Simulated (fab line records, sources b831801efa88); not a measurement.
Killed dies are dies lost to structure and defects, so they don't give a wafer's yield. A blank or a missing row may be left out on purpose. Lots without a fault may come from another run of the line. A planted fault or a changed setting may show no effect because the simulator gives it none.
fab line records | flow sky130 | part 2 of 2: steps 32 to 43 of 43
record lots=5 wafers=15 last_day=50
route steps=708 shown VT_ADJUST_PCH@147 SONOS_TUNNEL@154 SONOS_ONO@168 GATE_OXIDE@187
lots that met no fault: from a run of the same line without faults
start_h: hours from the record's first day to the start of the lot's first wafer shown | wait_h: hours since the lot's step before | " the same as in the row above | L1.1+2: a row that stands for several wafers | - no value, or no start given | * or withheld: withheld | < > ~ a bound
route shown NAME@n: a module of which the file shows steps, and the number in the route of the first | usual: mean/standard deviation of fault-free wafers | same: alike in all rows | chamber/n: place in a boat | sites: the reading at each site | _std_site: their standard deviation | _edge_site: outer sites' mean less inner sites' | radius_mm: how far each site lies from the wafer's centre | mask NAME#n: copy n | behind: the tool/chamber that last shaped the wafer | hold: why the lot was held/for how many hours/how that ended | device: the transistor (n, p or np) that didn't switch | end of line: the same wafers' tests at the end of the route | a step without rows: its recipe alone | killed: dies lost to structure and defects at the first sort, not the wafer's yield | map: a wafer's dies, x killed, . not, _ none there
set.NAME: the setting as run; set.NAME@STEP: as run at that earlier step | model.NAME: the simulator's own value behind a step, which no gauge read
lots at some steps of the route; a table a step, a row a wafer
services: from which hour (start_h, from the record's first day; less than 0 if before it) a tool's chamber was out of use, for how many hours, and why
## steps
# step SKY_SONOS_ONO_EXPOSE_10
# recipe mask_id=ONOM target_cd_nm=410 na=0.6 source_shape=conventional sigma_outer=0.6 dose_mj=150
# usual reticle_temp_C=22.99/0.12
# columns lot.wafer tool chamber start_h wait_h mask reticle_temp_C
L076.1 iline_stepper-02 0 - - ONOM#0 22.93
L076.2 " 0 " " ONOM#0 23.10
L076.5 " 0 " " ONOM#0 23.00
L079.1 iline_stepper-01 0 - - ONOM#0 22.72
L079.2 " 0 " " ONOM#0 22.71
L079.6 " 0 " " ONOM#0 22.83
L081.1 iline_stepper-02 0 - - ONOM#0 22.90
L081.5 " 0 " " ONOM#0 23.14
L081.6 " 0 " " ONOM#0 23.13
L088.1 iline_stepper-01 0 - - ONOM#0 22.98
L088.2 " 0 " " ONOM#0 22.74
L088.4 " 0 " " ONOM#0 22.84
L097.1 iline_stepper-02 0 - - ONOM#0 23.00
L097.3 " 0 " " ONOM#0 22.92
L097.4 " 0 " " ONOM#0 22.95
# step SKY_SONOS_ONO_PEB_11
# recipe temp_c=withheld time_s=* resist=NOVOLAK
# columns lot.wafer tool chamber start_h wait_h
L076.1+2+5 litho_track-04 0 - -
L079.1+2+6 litho_track-03 0 - -
L081.1+5+6 litho_track-01 0 - -
L088.1+2+4 litho_track-04 0 - -
L097.1+3+4 litho_track-01 0 - -
# step SKY_SONOS_ONO_DEVELOP_12
# recipe develop_time_s=60 dev_temp_c=23
# columns lot.wafer tool chamber start_h wait_h
L076.1+2+5 litho_track-04 0 291.30 0.1
L079.1+2+6 litho_track-03 0 318.52 0.1
L081.1+5+6 litho_track-01 0 333.59 0.1
L088.1+2+4 litho_track-04 0 391.95 0.1
L097.1+3+4 litho_track-01 0 463.54 0.1
# step SKY_SONOS_ONO_CD_MEAS_13
# recipe target_cd_nm=410
# usual cd_nm=410.5/2.5
# columns lot.wafer tool chamber start_h wait_h cd_nm
L076.1 cd_sem-02 - 291.45 0.1 412.0
L076.2 " - " " 411.9
L076.5 " - " " 409.7
L079.1 cd_sem-02 - 318.67 0.1 410.2
L079.2 " - " " 410.0
L079.6 " - " " 413.8
L081.1 cd_sem-01 - 333.74 0.1 407.9
L081.5 " - " " 408.5
L081.6 " - " " 406.8
L088.1 cd_sem-01 - 392.10 0.1 414.3
L088.2 " - " " 414.5
L088.4 " - " " 413.1
L097.1 cd_sem-02 - 463.69 0.1 412.0
L097.3 " - " " 412.7
L097.4 " - " " 410.5
# step SKY_SONOS_ONO_OVL_MEAS_14
# usual SONOS_ONO_OVL=-1.8/1.4
# columns lot.wafer tool chamber start_h wait_h SONOS_ONO_OVL[nm]
L076.1 overlay-02 - 291.57 0.1 -0.5
L076.2 " - " " -2.1
L076.5 " - " " -0.9
L079.1 overlay-01 - 318.79 0.1 -3.5
L079.2 " - " " -3.6
L079.6 " - " " -5.0
L081.1 overlay-02 - 333.86 0.1 -2.8
L081.5 " - " " -1.0
L081.6 " - " " -2.7
L088.1 overlay-02 - 392.22 0.1 -0.8
L088.2 " - " " 0.2
L088.4 " - " " -4.2
L097.1 overlay-02 - 463.81 0.1 -2.6
L097.3 " - " " -3.5
L097.4 " - " " -3.2
# step SKY_SONOS_ONO_ETCH_15
# recipe target_depth_nm=19.52 chemistry=CHF3/O2 source_w=610.5 bias_w=200 pressure_mtorr=40 chf3_flow_sccm=50 O2_flow_sccm=5 time_s=7.8
# usual drypump_motor_current_A=5.7/0.4 oes_product_au=1.006/0.0068 throttle_valve_pct=8.827/0.009
# columns lot.wafer tool chamber start_h wait_h drypump_motor_current_A oes_product_au rf_hours_counter_h throttle_valve_pct
L076.1 rie_diel-04 0 291.61 0.0 5.1 1.006 42 8.829
L076.2 " 3 " " 5.6 1.011 24 8.835
L076.5 " 3 " " 5.6 1.004 - 8.815
L079.1 rie_diel-01 2 318.83 0.0 6.0 0.997 7 8.837
L079.2 " 0 " " 5.7 1.000 100 8.823
L079.6 " 2 " " 6.0 1.011 - 8.829
L081.1 rie_diel-01 2 333.90 0.0 6.0 1.011 8 8.816
L081.5 " 3 " " 5.7 1.014 - 8.840
L081.6 " 1 " " 5.9 1.017 - 8.837
L088.1 rie_diel-03 3 392.26 0.0 6.4 1.000 71 8.836
L088.2 " 1 " " 5.9 1.006 85 8.833
L088.4 " 0 " " 6.4 1.008 0 8.827
L097.1 rie_diel-01 0 463.85 0.0 5.7 0.998 0 8.826
L097.3 " 3 " " 5.7 1.004 2 8.831
L097.4 " 2 " " 6.0 1.009 10 8.829
# step SKY_SONOS_ONO_WET_ETCH_16
# recipe chemistry=dHF target_depth_nm=14 dry=n2_spin target=SiO2 dilution=100:1 temp_c=25 time_s=280
# columns lot.wafer tool chamber start_h wait_h
L076.1+2+5 wet_bench-03 0 291.63 0.0
L079.1+2+6 wet_bench-01 3 318.85 0.0
L081.1+5+6 wet_bench-01 1 333.92 0.0
L088.1+2+4 wet_bench-03 0 392.28 0.0
L097.1+3+4 wet_bench-01 1 463.87 0.0
# step SKY_SONOS_ONO_STRIP_17
# recipe chemistry=O2/N2 power_w=1400 pressure_mtorr=1500 platen_temp_c=withheld o2_flow_sccm=3000 n2_flow_sccm=300 overash_fraction=0.5
# usual drypump_motor_current_A=6.1/0.43 oes_product_au=0.710/0.0045 strip_time_to_endpoint_s=14.11/0.032
# columns lot.wafer tool chamber start_h wait_h drypump_motor_current_A oes_product_au rf_hours_counter_h strip_time_to_endpoint_s
L076.1 plasma_asher-01 1 291.73 0.0 5.9 0.715 65 14.05
L076.2 " 0 " " 5.8 0.713 65 14.11
L076.5 " 0 " " 5.8 0.711 - 14.04
L079.1 plasma_asher-04 0 318.94 0.0 6.4 0.713 65 14.12
L079.2 " 1 " " 6.5 0.711 65 14.12
L079.6 " 0 " " 6.4 0.703 - 14.16
L081.1 plasma_asher-03 0 334.00 0.0 6.4 0.716 50 14.10
L081.5 " 0 " " 6.4 0.712 - 14.10
L081.6 " 1 " " 5.3 0.707 - 14.12
L088.1 plasma_asher-03 0 392.37 0.0 6.4 0.704 57 14.09
L088.2 " 1 " " 5.3 0.702 57 14.14
L088.4 " 1 " " 5.3 0.715 - 14.10
L097.1 plasma_asher-01 0 463.96 0.0 5.7 0.708 3 14.12
L097.3 " 1 " " 5.9 0.715 - 14.11
L097.4 " 0 " " 5.7 0.708 - 14.10
# step SKY_SONOS_ONO_WET_ETCH_18
# recipe chemistry=H3PO4 target_depth_nm=15 target=Si3N4 temp_c=160 time_s=172
# columns lot.wafer tool chamber start_h wait_h
L076.1+2+5 wet_bench-01 1 291.83 0.1
L079.1+2+6 wet_bench-02 0 319.04 0.1
L081.1+5+6 wet_bench-03 1 334.10 0.1
L088.1+2+4 wet_bench-01 2 392.47 0.1
L097.1+3+4 wet_bench-03 0 464.06 0.1
# step SKY_GATE_OXIDE_CLEAN_00
# recipe chemistry=SC1/SC2 mix=1:4:20 temp_c=70 time_s=150 dry=n2_spin
# columns lot.wafer tool chamber start_h wait_h
L076.1+2+5 wet_bench-03 1 291.89 0.0
L079.1+2+6 wet_bench-03 3 319.09 0.0
L081.1+5+6 wet_bench-02 1 334.16 0.0
L088.1+2+4 wet_bench-03 0 392.52 0.0
L097.1+3+4 wet_bench-02 0 464.12 0.0
# step SKY_GATE_OXIDE_OXIDATION_01
# recipe temp_c=900 ambient=O2 stabilise_s=600 purge_s=300 target_thk_a=102.68 ox_time_s=1473
# usual zone_power_top_pct=32.7/1.6
# columns lot.wafer tool chamber start_h wait_h zone_power_top_pct
L076.1 furnace-02 0 292.99 1.0 33.4
L076.2 " 0 " " 34.0
L076.5 " 0 " " 34.0
L079.1 furnace-01 0 319.15 0.0 30.9
L079.2 " 0 " " 30.8
L079.6 " 0 " " 30.2
L081.1 furnace-01 0 334.21 0.0 31.1
L081.5 " 0 " " 30.4
L081.6 " 0 " " 30.9
L088.1 furnace-01 0 393.52 1.0 31.2
L088.2 " 0 " " 31.3
L088.4 " 0 " " 30.8
L097.1 furnace-02 0 464.17 0.0 33.8
L097.3 " 0 " " 34.4
L097.4 " 0 " " 33.9
# step SKY_GATE_OXIDE_THK_MEAS_02
# recipe reads=SiO2_of_GATE_OXIDE_OXIDATION_01
# usual GATE_OXIDE_OXIDATION_00_THK=10.34/0.2
# columns lot.wafer tool chamber start_h wait_h GATE_OXIDE_OXIDATION_00_THK[nm]
L076.1 film_metro-04 - 294.40 0.0 10.16
L076.2 " - " " 10.01
L076.5 " - " " 10.01
L079.1 film_metro-01 - 320.56 0.0 10.64
L079.2 " - " " 10.74
L079.6 " - " " 10.67
L081.1 film_metro-01 - 335.62 0.0 10.29
L081.5 " - " " 10.20
L081.6 " - " " 10.23
L088.1 film_metro-04 - 394.93 0.0 10.21
L088.2 " - " " 10.48
L088.4 " - " " 10.35
L097.1 film_metro-01 - 465.58 0.0 10.33
L097.3 " - " " 10.29
L097.4 " - " " 10.33
## services
# columns tool chamber start_h hours kind
furnace-01 - 210.77 3.9 pm
iline_stepper-02 - 221.36 1.9 repair
lpcvd-02 - 222.89 5.1 repair
furnace-01 - 224.44 5.2 pm
implanter-01 - 227.55 3.8 pm
furnace-02 - 245.57 3.7 pm
iline_stepper-02 - 259.86 0.5 repair
lpcvd-03 - 290.84 0.7 repair
iline_stepper-02 - 295.13 1.7 pm
implanter-01 - 300.51 0.7 repair
iline_stepper-02 - 301.74 2.1 pm
plasma_asher-01 - 307.09 7.8 repair
iline_stepper-01 - 315.29 4.3 pm
iline_stepper-01 - 323.72 1.7 pm
iline_stepper-01 - 343.43 4.4 pm
furnace-02 - 347.04 4.3 pm
furnace-02 - 362.69 5.9 repair
iline_stepper-02 - 366.70 29.2 repair
furnace-01 - 379.12 3.6 pm
iline_stepper-01 - 421.52 14.7 repair
furnace-02 - 439.62 2.6 pm
lpcvd-03 - 444.52 0.9 repair
lpcvd-02 - 446.10 2.8 pm
iline_stepper-02 - 461.26 3.3 repair
